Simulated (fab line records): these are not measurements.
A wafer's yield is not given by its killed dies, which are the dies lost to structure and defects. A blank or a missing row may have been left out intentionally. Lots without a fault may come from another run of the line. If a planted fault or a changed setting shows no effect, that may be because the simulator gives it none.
Which tool was responsible? || flow sky130 || 10 lots with 30 wafers sampled at 3 steps, on a route of 708 steps

WHAT THE GAUGES SHOWED, per wafer
SKY_POLY_GATE_THK_MEAS_01.
{"lot": "L259", "measured": "day 13 19:00", "on": "film-metro-04", "POLY_GATE_CVD_00_THK (nm)": "179.3 180.0 178.7"}
{"lot": "L260", "measured": "day 14 08:22", "on": "film-metro-03", "POLY_GATE_CVD_00_THK (nm)": "184.0 182.1 182.6"}
{"lot": "L261", "measured": "day 14 15:11", "on": "film-metro-04", "POLY_GATE_CVD_00_THK (nm)": "179.2 176.1 178.9"}
{"lot": "L262", "measured": "day 14 19:44", "on": "film-metro-04", "POLY_GATE_CVD_00_THK (nm)": "181.3 182.6 180.7"}
{"lot": "L263", "measured": "day 15 11:20", "on": "film-metro-04", "POLY_GATE_CVD_00_THK (nm)": "179.7 178.9 180.7"}
{"lot": "L264", "measured": "day 16 00:02", "on": "film-metro-01", "POLY_GATE_CVD_00_THK (nm)": "180.2 181.6 179.6"}
{"lot": "L267", "measured": "day 16 20:37", "on": "film-metro-03", "POLY_GATE_CVD_00_THK (nm)": "176.3 177.3 178.3"}
{"lot": "L268", "measured": "day 17 05:59", "on": "film-metro-03", "POLY_GATE_CVD_00_THK (nm)": "179.3 181.0 180.9"}
{"lot": "L273", "measured": "day 19 01:38", "on": "film-metro-03", "POLY_GATE_CVD_00_THK (nm)": "161.2 160.7 161.6"}
{"lot": "L282", "measured": "day 22 06:02", "on": "film-metro-03", "POLY_GATE_CVD_00_THK (nm)": "179.3 180.0 179.6"}

WHAT TOOL EACH LOT RAN ON (gives the tool, then ch and the chambers of the sampled wafers, and finally the start)
{"lot": "L259", "SKY_VT_ADJUST_HVTR_STRIP_10": "plasma-asher-02 ch 0,1, day 9 09:07", "SKY_POLY_GATE_CVD_00": "lpcvd-01 ch 1, day 13 17:47"}
{"lot": "L260", "SKY_VT_ADJUST_HVTR_STRIP_10": "plasma-asher-02 ch 0,1, day 9 20:49", "SKY_POLY_GATE_CVD_00": "lpcvd-01 ch 0, day 14 07:10"}
{"lot": "L261", "SKY_VT_ADJUST_HVTR_STRIP_10": "plasma-asher-03 ch 0,1, day 9 22:01", "SKY_POLY_GATE_CVD_00": "lpcvd-01 ch 1, day 14 13:59"}
{"lot": "L262", "SKY_VT_ADJUST_HVTR_STRIP_10": "plasma-asher-04 ch 0,1, day 10 05:31", "SKY_POLY_GATE_CVD_00": "lpcvd-01 ch 1, day 14 18:32"}
{"lot": "L263", "SKY_VT_ADJUST_HVTR_STRIP_10": "plasma-asher-04 ch 0,1, day 10 17:23", "SKY_POLY_GATE_CVD_00": "lpcvd-01 ch 1, day 15 10:07"}
{"lot": "L264", "SKY_VT_ADJUST_HVTR_STRIP_10": "plasma-asher-02 ch 0,1, day 11 05:28", "SKY_POLY_GATE_CVD_00": "lpcvd-01 ch 0, day 15 22:50"}
{"lot": "L267", "SKY_VT_ADJUST_HVTR_STRIP_10": "plasma-asher-04 ch 0,1, day 11 23:58", "SKY_POLY_GATE_CVD_00": "lpcvd-01 ch 0, day 16 19:25"}
{"lot": "L268", "SKY_VT_ADJUST_HVTR_STRIP_10": "plasma-asher-04 ch 0,1, day 12 04:49", "SKY_POLY_GATE_CVD_00": "lpcvd-01 ch 0, day 17 04:46"}
{"lot": "L273", "SKY_VT_ADJUST_HVTR_STRIP_10": "plasma-asher-03 ch 0,1, day 13 17:46", "SKY_POLY_GATE_CVD_00": "lpcvd-01 ch 0, day 18 22:56"}
{"lot": "L282", "SKY_VT_ADJUST_HVTR_STRIP_10": "plasma-asher-03 ch 0,1, day 16 19:16", "SKY_POLY_GATE_CVD_00": "lpcvd-01 ch 0, day 22 04:50"}
- SKY_VT_ADJUST_HVTR_STRIP_10: strips in O2/N2.
- SKY_POLY_GATE_CVD_00: deposits poly-Si, target thk 180 nm, time 720 s.

THE ANSWER, worked out from the rows above alone
Rule: usual is defined by the lots themselves. The widest of any qualifying gaps counts: lots, ordered by their means at a reading, are off when they make up no more than a third of the lots, leave a main group of 4 or more, and stand apart from it by 3 or more times the standard deviation of that group's means. A main group is skipped when, at the precision printed for the reading in the tables above, its means are all equal. Also off: a lot with no number at a reading for which 4 or more lots have one. The other lots that the step has rows for count as sound.
Off: L273, at SKY_POLY_GATE_THK_MEAS_01 (POLY_GATE_CVD_00_THK). Mean 179.9 nm and standard deviation 1.6 in the main group.
A tool fits if, at a process step before that reading, it ran every lot that is off, and no sound lot after the first of them. Those tools and the gauges at SKY_POLY_GATE_THK_MEAS_01 are tried in the same way. Of those tried, none fits.

WHAT THE SIMULATOR PUT IN
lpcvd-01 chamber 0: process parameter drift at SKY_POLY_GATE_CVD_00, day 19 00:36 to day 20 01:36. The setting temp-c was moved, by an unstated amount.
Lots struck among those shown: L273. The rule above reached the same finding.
